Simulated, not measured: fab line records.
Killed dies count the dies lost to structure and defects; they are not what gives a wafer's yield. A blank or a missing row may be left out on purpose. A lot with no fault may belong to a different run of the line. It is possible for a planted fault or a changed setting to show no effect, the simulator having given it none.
Matching of chambers ; flow sky130 ; 4 sister chambers for SKY_VIA1_ETCH_14 on rieDiel-01
The step etches BARC in N2/H2, stops on SiO2, time 45.9 s, target depth 60 nm. 14 wafers are shown with their chamber, then 7 later ones without.

## EACH WAFER AND ITS CHAMBER
wafer;chamber;drypumpMotorCurrentA (A);rfFwdPowerW (W);throttleValvePct (%)
L074.1;3;5.5;493.4;13.223
L074.4;0;4.9;496.5;13.239
L074.6;3;5.5;493.3;13.217
L076.1;3;5.5;493.7;13.232
L076.2;0;5.0;495.4;13.220
L076.4;1;5.5;496.2;13.216
L080.3;2;5.8;496.4;13.238
L080.4;0;4.9;497.8;13.233
L080.5;3;5.5;495.1;13.228
L085.1;1;5.5;495.9;13.217
L085.2;3;5.5;493.8;13.222
L085.3;2;5.9;494.5;13.233
L087.4;1;5.5;495.0;13.220
L087.5;0;5.0;497.8;13.195

SIGNATURES, as means of the wafers listed above
reading;chamber 0;chamber 1;chamber 2;chamber 3;scatter within a chamber
drypumpMotorCurrentA;4.950;5.500;5.850;5.500;0.0387
rfFwdPowerW;496.875;495.700;495.450;493.860;0.933
throttleValvePct;13.22175;13.21767;13.23550;13.22440;0.0114
Rule: for each reading, subtract the chamber's mean from the wafer's reading, divide by that reading's scatter and square the result; add these up over the readings and take the root, which gives the wafer's distance from the chamber. The wafer belongs to the nearest chamber; if the next one is less than 2 further off, it can't be placed. The scatter is the square root of a quotient: the sum, over the shown wafers, of each reading's squared deviation from its chamber's mean, divided by wafers minus chambers.

## WAFERS WHOSE CHAMBER IS MISSING
wafer;drypumpMotorCurrentA (A);rfFwdPowerW (W);throttleValvePct (%)
L087.6;5.5;497.2;13.226
L095.2;5.0;495.9;13.225
L095.3;5.5;496.9;13.228
L095.4;5.5;492.0;13.215
L096.1;5.8;491.6;13.205
L096.5;5.5;496.3;13.220
L096.6;5.0;496.8;13.232

## WHICH CHAMBER EACH ONE RAN IN
wafer;from the rows above;in truth
L087.6;can't be placed: 1 or 3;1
L095.2;0;0
L095.3;can't be placed: 1 or 3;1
L095.4;can't be placed: 3 or 1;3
L096.1;2;2
L096.5;can't be placed: 1 or 3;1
L096.6;0;0
Placed correctly: 3 of 7. These rows do not allow placing 4 (true chamber among the candidates in 4). 0 placed wrongly.
